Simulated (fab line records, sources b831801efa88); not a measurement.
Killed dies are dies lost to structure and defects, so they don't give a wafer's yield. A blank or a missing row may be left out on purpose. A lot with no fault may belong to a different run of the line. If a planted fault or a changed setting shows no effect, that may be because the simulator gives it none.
8D (eight disciplines) problem report, filled in by code || flow sky130 || the parts of the form that need people (team, actions taken, sign-off) are left out

1. THE PROBLEM
run length s at SKY_FIELD_ISO_WET_ETCH_18 reads a mean of 464 s on 6 wafers of 2 lots; wafers without a fault read 314 s with a standard deviation of 3.6. That is +42 standard deviations from the usual mean.
The step: etches Si3N4 in H3PO4, target depth 25 nm, time 286 s.
The first sign was on wafer L174.1 at day 5 18:14, on wet bench-01. Wafers with a number at this step in the record: 18, from 6 lots. Rule for "out", or "out of limits": more than 4 standard deviations from the usual mean. Any other wafer with a number is counted as sound.

2. WHAT IT IS, AND WHAT IT ISN'T
{"question": "which readings at this step", "is": "run length s", "is not": "-"}
{"question": "which lots", "is": "L174, L176", "is not": "L164, L171, L175, L181"}
{"question": "which wafers of those lots", "is": "all that have a number", "is not": "-"}
{"question": "read on which tools", "is": "wet bench-01", "is not": "wet bench-03, wet bench-04"}
{"question": "when", "is": "from day 5 18:14", "is not": "up to then (6 sound wafers); but 6 sound wafers of L175, L181 came after"}

3. THE SUSPECTS, EACH WITH WHAT RULES IT OUT
Counting: a tool at a process step up to the reading stays a suspect if it ran every lot that is out and no sound lot after the first of them.
- rie si-01 at SKY_FIELD_ISO_ETCH_17 (etches Si in HBr/Cl2/O2, target depth 342 nm, time 97.7 s): ruled out as a lasting fault. The sound lots L181 went through it after L174, its earliest lot that is out (day 5 18:10).
- wet bench-01 at SKY_FIELD_ISO_WET_ETCH_18 (etches Si3N4 in H3PO4, target depth 25 nm, time 286 s): kept. All lots that are out passed through it, beginning with L174 at day 5 18:14, and no sound lot followed; its final sound lot before that point was L164 at day 3 13:29. On those wafers its own readings are out: run length s.
Left after counting: wet bench-01 at SKY_FIELD_ISO_WET_ETCH_18.

4. THE CAUSE (what the simulator had put in)
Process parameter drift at SKY_FIELD_ISO_WET_ETCH_18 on wet bench-01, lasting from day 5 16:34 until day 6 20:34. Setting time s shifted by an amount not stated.
The count eliminated every tool but this one.

5. SEQUENCE OF EFFECTS, ordered by route
Each row: a reading where the mean over the struck wafers with a number is more than 3 standard deviations away from the usual. Only readings for which the record gives a usual standard deviation are gone through. hours: the time from each lot's start at the first step in this table that gives one to its start at this step, as a median over the lots. sigmas: the change in usual standard deviations.
{"hours": 0, "step": "SKY_FIELD_ISO_WET_ETCH_18", "reading": "run length s", "usual": "314 s", "on struck wafers": 464, "change": "+150", "sigmas": "+42"}
Here are the process steps it includes:
- SKY_FIELD_ISO_WET_ETCH_18: etches Si3N4 in H3PO4, target depth 25 nm, time 286 s.
Later steps that measure or inspect, where all struck wafers having a row at the step show a number for every such reading and not one has moved that far: SKY_FIELD_ISO_THK_MEAS_23, SKY_FIELD_ISO_THK_MEAS_25.

6. HOW IT WOULD HAVE BEEN CAUGHT EARLIER
2 hours passed between the start of the fault at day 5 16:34 and the first reading out of limits in this record, taken at day 5 18:14.
